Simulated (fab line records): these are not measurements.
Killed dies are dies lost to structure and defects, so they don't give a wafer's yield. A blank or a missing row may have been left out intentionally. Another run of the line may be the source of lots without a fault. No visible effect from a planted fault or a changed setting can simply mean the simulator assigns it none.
Chamber matching | flow gf180mcu | 4 sister chambers for GF_V3_CMP_26 on cmp-02
The step polishes, stops on SiO2, t overpolish 15 s, target thk 0 nm. 4 wafers are shown with their chamber, then 8 later ones without.

== EACH WAFER AND ITS CHAMBER ==
wafer  | chamber | time to endpoint s (s)
L536.5 | 1       | 79
L540.3 | 0       | 86
L540.6 | 2       | 87
L542.1 | 3       | 82

== WAFERS MISSING THEIR CHAMBER ==
wafer  | time to endpoint s (s)
L542.4 | 89
L542.5 | 81
L545.2 | 77
L545.3 | 75
L545.5 | 80
L546.1 | 87
L546.3 | 83
L546.6 | 82

== EACH ONE'S CHAMBER ==
wafer  | from the rows above               | in truth
L542.4 | can't be placed: 2 or 0           | 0
L542.5 | can't be placed: 3 or 1           | 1
L545.2 | can't be placed: 1 or 3           | 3
L545.3 | can't be placed: 1 or 3           | 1
L545.5 | can't be placed: 1 or 3           | 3
L546.1 | can't be placed: 2 or 0           | 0
L546.3 | can't be placed: 3 or 0 or 1 or 2 | 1
L546.6 | can't be placed: 3 or 1           | 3
0 of 8 placed correctly. From these rows, 8 cannot be placed; in 8 the true chamber is one of the candidates. Wrongly placed: 0.
How it was worked out, from the rows above alone: a wafer's distance from a chamber is the root of the sum, over the readings, of the square of ((its reading less the chamber's mean) divided by the reading's scatter). The wafer belongs to the nearest chamber; if the next one is less than 2 further off, it can't be placed. For every chamber, the mean is computed from those of its wafers that are shown. The scatter: with one shown wafer a chamber, the root of the mean of the squares of how far each hidden wafer lies from its nearest shown one.
